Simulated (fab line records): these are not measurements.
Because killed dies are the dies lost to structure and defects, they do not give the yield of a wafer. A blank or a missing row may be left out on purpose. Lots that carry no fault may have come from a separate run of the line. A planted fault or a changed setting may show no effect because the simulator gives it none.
Which of the tools did it?    flow gf180mcu    11 lots, 33 wafers sampled, at 6 steps of a route of 602

== WHAT EACH GAUGE READ, for each wafer ==
GF_HV_LDD_THK_MEAS_57. Usual: for HV_LDD_CVD_56_THK the level is 90.5 nm and the standard deviation is 0.85.
lot   measured      on            HV_LDD_CVD_56_THK (nm)  flag
L980  day 13 22:23  filmMetro-03  90.9 90.0 91.3          
L982  day 14 09:55  filmMetro-01  90.4 89.8 91.0          
L984  day 15 04:25  filmMetro-01  90.2 90.4 90.3          
L990  day 17 17:09  filmMetro-02  97.1 97.2 97.5          OFF
L989  day 17 19:17  filmMetro-03  95.4 95.4 96.1          OFF
L991  day 18 01:21  filmMetro-02  90.7 91.7 91.1          
L992  day 18 09:14  filmMetro-02  90.2 90.6 90.5          
L994  day 19 00:01  filmMetro-01  92.6 92.0 92.7          
L997  day 19 14:52  filmMetro-01  90.3 90.4 90.4          
L998  day 20 06:53  filmMetro-01  90.4 91.2 90.9          
L999  day 20 12:57  filmMetro-02  91.2 90.6 90.6          

GF_V2_THK_MEAS_03. Usual: for V2_CVD_02_THK the level is 848 nm and the standard deviation is 14.
lot   measured      on            V2_CVD_02_THK (nm)  flag
L980  day 20 23:28  filmMetro-02  840 829 850         
L982  day 21 12:37  filmMetro-02  844 844 854         
L984  day 22 08:16  filmMetro-03  826 833 835         
L990  day 24 22:19  filmMetro-03  850 869 863         
L989  day 24 23:27  filmMetro-01  850 866 845         
L991  day 25 05:49  filmMetro-02  821 845 838         
L992  day 25 12:22  filmMetro-03  853 875 859         
L994  day 26 02:12  filmMetro-01  837 858 865         
L997  day 26 14:59  filmMetro-01  843 839 859         
L998  day 27 04:44  filmMetro-02  873 880 863         
L999  day 27 07:27  filmMetro-02  842 870 855         

GF_V2_BOW_MEAS_05. Usual: for V2_BOW the level is 100 um and the standard deviation is 7.7.
lot   measured      on            V2_BOW (um)  flag
L980  day 20 23:53  filmMetro-03  116 106 101  
L982  day 21 12:59  filmMetro-03  102 112 91   
L984  day 22 08:38  filmMetro-03  100 105 87   
L990  day 24 22:51  filmMetro-01  113 118 108  
L989  day 24 23:49  filmMetro-02  94 95 97     
L991  day 25 06:11  filmMetro-03  98 92 94     
L992  day 25 12:44  filmMetro-02  99 102 87    
L994  day 26 02:34  filmMetro-02  117 104 97   
L997  day 26 15:21  filmMetro-03  110 99 102   
L998  day 27 05:07  filmMetro-03  109 97 104   
L999  day 27 07:49  filmMetro-01  110 108 108  

== WHICH TOOL RAN EACH LOT (tool, then ch and the chambers of the sampled wafers, then the start) ==
lot   GF_HV_LDD_CVD_56             GF_HV_LDD_ETCHBACK_58              GF_M1_METAL_ETCH_16
L980  lpcvd-02 ch 1, day 13 20:58  rieDiel-04 ch 1,2,3, day 13 22:27  rieMetal-02 ch 0,1, day 18 18:18
L982  lpcvd-01 ch 0, day 14 08:28  rieDiel-04 ch 0,2,3, day 14 09:58  rieMetal-01 ch 0,1, day 19 08:30
L984  lpcvd-02 ch 0, day 15 02:59  rieDiel-02 ch 0,2,3, day 15 04:28  rieMetal-01 ch 0,1, day 20 04:09
L990  lpcvd-02 ch 0, day 17 15:00  rieDiel-04 ch 1,3, day 17 17:12    rieMetal-02 ch 0,1, day 22 20:46
L989  lpcvd-02 ch 0, day 17 17:08  rieDiel-02 ch 0,2,3, day 17 19:20  rieMetal-01 ch 0, day 22 23:09
L991  lpcvd-01 ch 0, day 17 23:52  rieDiel-02 ch 1,2,3, day 18 01:24  rieMetal-02 ch 1, day 23 05:42
L992  lpcvd-01 ch 0, day 18 07:49  rieDiel-01 ch 2,3, day 18 09:18    rieMetal-03 ch 0,1, day 23 13:01
L994  lpcvd-01 ch 0, day 18 21:52  rieDiel-02 ch 0,2, day 19 00:05    rieMetal-02 ch 0,1, day 24 02:34
L997  lpcvd-01 ch 0, day 19 13:25  rieDiel-04 ch 0,1,2, day 19 14:55  rieMetal-02 ch 0,1, day 24 15:57
L998  lpcvd-01 ch 1, day 20 05:26  rieDiel-04 ch 2,3, day 20 06:55    rieMetal-02 ch 0,1, day 25 06:56
L999  lpcvd-01 ch 0, day 20 11:31  rieDiel-01 ch 0,2,3, day 20 13:01  rieMetal-02 ch 0,1, day 25 10:00
- GF_HV_LDD_CVD_56: deposits Si3N4 from DCS/NH3, target thk 90 nm, time 1543 s.
- GF_HV_LDD_ETCHBACK_58: etches Si3N4 in CH3F/O2, stops on SiO2, time 100 s, target depth 90 nm.
- GF_M1_METAL_ETCH_16: etches the open film in Cl2/BCl3, stops on SiO2, target depth 750.8 nm, time 125.1 s.

== WHAT THE TOOLS THEMSELVES READ (means of the sampled wafers that have a number; where no wafer has one, the mark that the record gives instead) ==
GF_HV_LDD_CVD_56. Usual: spikeTcCentreC 770.4 C, standard deviation 1.3; zonePowerBottomPct 19.2 %, standard deviation 1.8.
lot   tool      spikeTcCentreC (C)  zonePowerBottomPct (%)  flag
L980  lpcvd-02  772.3               22.9                    
L982  lpcvd-01  770.3               19.0                    
L984  lpcvd-02  768.8               19.4                    
L990  lpcvd-02  770.1               19.2                    
L989  lpcvd-02  768.9               19.4                    
L991  lpcvd-01  770.2               19.1                    
L992  lpcvd-01  770.4               19.0                    
L994  lpcvd-01  770.8               19.0                    
L997  lpcvd-01  770.6               19.0                    
L998  lpcvd-01  769.1               17.6                    
L999  lpcvd-01  770.3               19.1                    

GF_HV_LDD_ETCHBACK_58. Usual: biasW 79.99 W, standard deviation 0.23; drypumpMotorCurrentA 5.7 A, standard deviation 0.37; oesProductAu 0.845 a.u., standard deviation 0.0064; throttleValvePct 10.561 %, standard deviation 0.009.
lot   tool        biasW (W)  drypumpMotorCurrentA (A)  oesProductAu (a.u.)  throttleValvePct (%)  flag
L980  rieDiel-04  79.76      5.9                       0.846                10.558                
L982  rieDiel-04  79.90      5.6                       0.853                10.565                
L984  rieDiel-02  79.96      5.4                       0.844                10.558                
L990  rieDiel-04  79.95      6.0                       0.878                10.571                OFF
L989  rieDiel-02  80.17      5.4                       0.870                10.568                OFF
L991  rieDiel-02  80.09      5.3                       0.850                10.557                
L992  rieDiel-01  79.92      5.5                       0.843                10.569                
L994  rieDiel-02  79.98      5.7                       0.857                10.562                
L997  rieDiel-04  79.98      5.9                       0.844                10.560                
L998  rieDiel-04  79.88      5.8                       0.849                10.564                
L999  rieDiel-01  79.99      5.6                       0.848                10.574                

GF_M1_METAL_ETCH_16. Usual: bcl3FlowSccm 40.02 sccm, standard deviation 0.12; biasW 139.9 W, standard deviation 0.39; drypumpMotorCurrentA 5.2 A, standard deviation 0.35; oesProductAu 0.988 a.u., standard deviation 0.009; throttleValvePct 28.232 %, standard deviation 0.012.
lot   tool         bcl3FlowSccm (sccm)  biasW (W)  drypumpMotorCurrentA (A)  oesProductAu (a.u.)  throttleValvePct (%)  flag
L980  rieMetal-02  40.03                140.0      4.9                       0.995                28.232                
L982  rieMetal-01  40.04                139.8      5.6                       0.977                28.250                
L984  rieMetal-01  40.10                139.8      5.7                       0.983                28.241                
L990  rieMetal-02  40.14                140.5      4.9                       0.996                28.235                
L989  rieMetal-01  40.05                139.6      5.6                       0.980                28.248                
L991  rieMetal-02  40.12                140.1      5.1                       0.999                28.218                
L992  rieMetal-03  40.00                140.2      5.2                       0.993                28.213                
L994  rieMetal-02  39.95                139.9      4.9                       0.995                28.223                
L997  rieMetal-02  40.03                139.7      4.9                       0.988                28.235                
L998  rieMetal-02  39.99                139.5      4.9                       0.991                28.231                
L999  rieMetal-02  40.02                139.9      5.0                       0.994                28.232                

== THE ANSWER, worked out from the rows above alone ==
Rule: lot off if the mean of its wafers having a number is beyond 3 standard deviations from the usual mean. A lot without any number at a reading at which 4 lots or more have one is off too. All remaining lots with rows at the step are treated as sound. After the gauges, taken in route order, come the tools' own readings; for these a lot's mean is taken, as printed above. At the first step where some lot is off, the reading lying furthest off is the one used; lots without a number count as furthest.
Off: L990, L989, at GF_HV_LDD_THK_MEAS_57 (HV_LDD_CVD_56_THK).
A tool fits if, at a process step before that reading, it ran every lot that is off, and no sound lot after the first of them. Not tried: the gauges at GF_HV_LDD_THK_MEAS_57; whatever is off there is also off at GF_HV_LDD_ETCHBACK_58, on other tools, and gauge error can't account for it. One fits: GF_HV_LDD_CVD_56 on lpcvd-02. A fault onset in the window from L984 (day 15 02:59, its last sound lot) to L990 (day 17 15:00, its first lot off) fits.

== WHAT THE SIMULATOR HAD INSERTED ==
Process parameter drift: lpcvd-02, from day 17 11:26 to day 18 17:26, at GF_HV_LDD_CVD_56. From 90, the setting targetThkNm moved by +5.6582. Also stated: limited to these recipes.
Struck lots among those shown: L990, L989. This agrees with what the rule above found.
